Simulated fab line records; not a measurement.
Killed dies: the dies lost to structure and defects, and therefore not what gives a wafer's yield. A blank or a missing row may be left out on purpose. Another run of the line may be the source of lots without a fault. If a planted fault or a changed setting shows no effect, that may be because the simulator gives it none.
Code-filled problem report in 8D (eight disciplines) form -- flow gf180mcu -- the parts of the form that need people (team, actions taken, sign-off) are left out

1. WHAT WENT WRONG
Across 6 wafers from 2 lots, V3_W_RS at GF_V3_RS_MEAS_24 averages 0.384 ohm/sq, while fault-free wafers read 0.326 ohm/sq with a standard deviation of 0.0055. Relative to the usual mean, that is a shift of +11 standard deviations.
The step: measures by four-point-probe.
Earliest sighting: wafer L807.3 on film metro-02 at day 26 18:13. At this step, 33 wafers from 11 lots have a number in the record. Rule for "out" (also "out of limits"): further than 4 standard deviations from the usual mean. All remaining wafers that have a number are taken as sound.

2. WHAT THIS IS AND IS NOT
question,is,is not
which readings at this step,V3_W_RS,-
which lots,"L807, L808","L797, L798, L801, L805, L811, L812, L815, L818, L819"
which wafers of those lots,all that have a number,-
read on which gauges,film metro-02,"film metro-03, film metro-04"
when,from day 26 18:13,"up to then (12 sound wafers); but 15 sound wafers of L811, L812, L815, L818, L819 came after"

3. SUSPECTS, AND WHAT RULES EACH OUT
Counting: any tool at a process step up to the reading is kept as a suspect provided that every lot that is out went through it and no sound lot did after the first of them.
- ruled out: the gauge at GF_V3_RS_MEAS_24. All the wafers that are out were read on film metro-02, but those of them that GF_V3_CVD_23 has rows for are out there too, on other tools.
- rie diel-03 at GF_V3_ETCH_16 (etches BARC in N2/H2): ruled out as a lasting fault. Following L807 (day 26 17:18), the first lot on it that is out, the sound lots L811, L815, L819 were run on it.
- pvd sputter-02 at GF_V3_SPUTTER_22 (material TiN, target thk 10 nm, time 40 s): ruled out as a lasting fault. Following L807 (day 26 18:01), the first lot on it that is out, the sound lots L812 were run on it.
- cvd w-02 at GF_V3_CVD_23 (deposits W, target thk 350 nm, time 104.9 s): kept. All lots that are out passed through it, beginning with L807 at day 26 18:06, and no sound lot followed; its final sound lot before that point was L805 at day 25 10:11. On those wafers its own readings are out: chamber pressure Torr.
After counting, what remains is cvd w-02 at GF_V3_CVD_23.

4. THE CAUSE (what the simulator had put in)
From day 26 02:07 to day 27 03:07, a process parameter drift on cvd w-02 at GF_V3_CVD_23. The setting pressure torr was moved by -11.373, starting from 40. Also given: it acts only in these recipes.
The count eliminated every tool but this one.

5. SEQUENCE OF EFFECTS, ordered by route
Rows list readings where the struck wafers' mean (over those with a number) sits beyond 3 standard deviations from the usual. Only readings whose record carries a usual standard deviation are examined. hours: median over the lots of the time between each lot's start at the first step of this table that gives one and its start at this step. sigmas: the change, counted in usual standard deviations.
hours,step,reading,usual,on struck wafers,change,sigmas
0,GF_V3_CVD_23,chamber pressure Torr,40.00 Torr,28.65,-11.35,-99 or more
0,GF_V3_RS_MEAS_24,V3_W_RS,0.326 ohm/sq,0.384,+0.058,+11
0,GF_V3_THK_MEAS_25,V3_W_THK,358 nm,303,-55,-7.8
Process steps it contains:
- GF_V3_CVD_23: deposits W, target thk 350 nm, time 104.9 s.

6. HOW IT WOULD HAVE BEEN CAUGHT EARLIER
The first out-of-limits reading at a measuring or inspecting step in this record came at day 26 18:13, 16 hours after the fault's start at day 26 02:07.
Tool's own readings at GF_V3_CVD_23, chamber pressure Torr: out on all struck wafers the step has rows for; an alarm limit on them would have tripped on the first.
Lots out: 2; of these, L808 started GF_V3_CVD_23 on cvd w-02 after day 26 18:13. Had the tool been put on hold then, it would have been spared.
